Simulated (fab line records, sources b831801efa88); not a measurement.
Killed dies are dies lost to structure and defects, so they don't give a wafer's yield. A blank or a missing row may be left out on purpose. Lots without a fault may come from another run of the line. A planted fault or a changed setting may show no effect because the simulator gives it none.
Chamber matching | flow gf180mcu | GF_HV_LDD_ETCHBACK_58 on rie_diel-02: 4 sister chambers
The step etches Si3N4 in CH3F/O2, stops on SiO2, time 100 s, target depth 90 nm. 8 wafers are shown with their chamber, then 9 later ones without.

WAFERS WITH THEIR CHAMBER
wafer  | chamber | throttle_valve_pct (%) | oes_product_au (a.u.)
L083.3 | 3       | 10.555                 | 0.838
L083.6 | 0       | 10.568                 | 0.836
L084.4 | 0       | 10.562                 | 0.837
L084.5 | 3       | 10.533                 | 0.840
L085.6 | 1       | 10.574                 | 0.844
L086.2 | 2       | 10.554                 | 0.853
L086.5 | 1       | 10.553                 | 0.848
L086.6 | 2       | 10.567                 | 0.846

WAFERS WITHOUT THEIR CHAMBER
wafer  | throttle_valve_pct (%) | oes_product_au (a.u.)
L088.1 | 10.554                 | 0.846
L088.4 | 10.565                 | 0.846
L088.6 | 10.556                 | 0.835
L089.2 | 10.561                 | 0.852
L089.3 | 10.557                 | 0.843
L089.4 | 10.563                 | 0.841
L095.1 | 10.545                 | 0.856
L095.3 | 10.557                 | 0.850
L095.5 | 10.557                 | 0.842

WHICH CHAMBER EACH WENT THROUGH
wafer  | from the rows above               | in truth
L088.1 | can't be placed: 1 or 2 or 3      | 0
L088.4 | can't be placed: 1 or 2           | 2
L088.6 | can't be placed: 0 or 3           | 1
L089.2 | can't be placed: 2 or 1           | 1
L089.3 | can't be placed: 1 or 3 or 2 or 0 | 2
L089.4 | can't be placed: 0 or 1 or 3 or 2 | 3
L095.1 | can't be placed: 2 or 1           | 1
L095.3 | can't be placed: 2 or 1           | 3
L095.5 | can't be placed: 1 or 3 or 0 or 2 | 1
Placed correctly: 0 of 9. Can't be placed from these rows: 9 (the true chamber is among the candidates in 6). Placed wrongly: 0.
How it was worked out, from the rows above alone: a wafer's distance from a chamber is the root of the sum, over the readings, of the square of ((its reading less the chamber's mean) divided by the reading's scatter). The wafer belongs to the nearest chamber; if the next one is less than 2 further off, it can't be placed. A chamber's mean is the mean of its shown wafers. The scatter: the root of (the sum of the squares of (reading less its chamber's mean) over the shown wafers, divided by (wafers less chambers)).
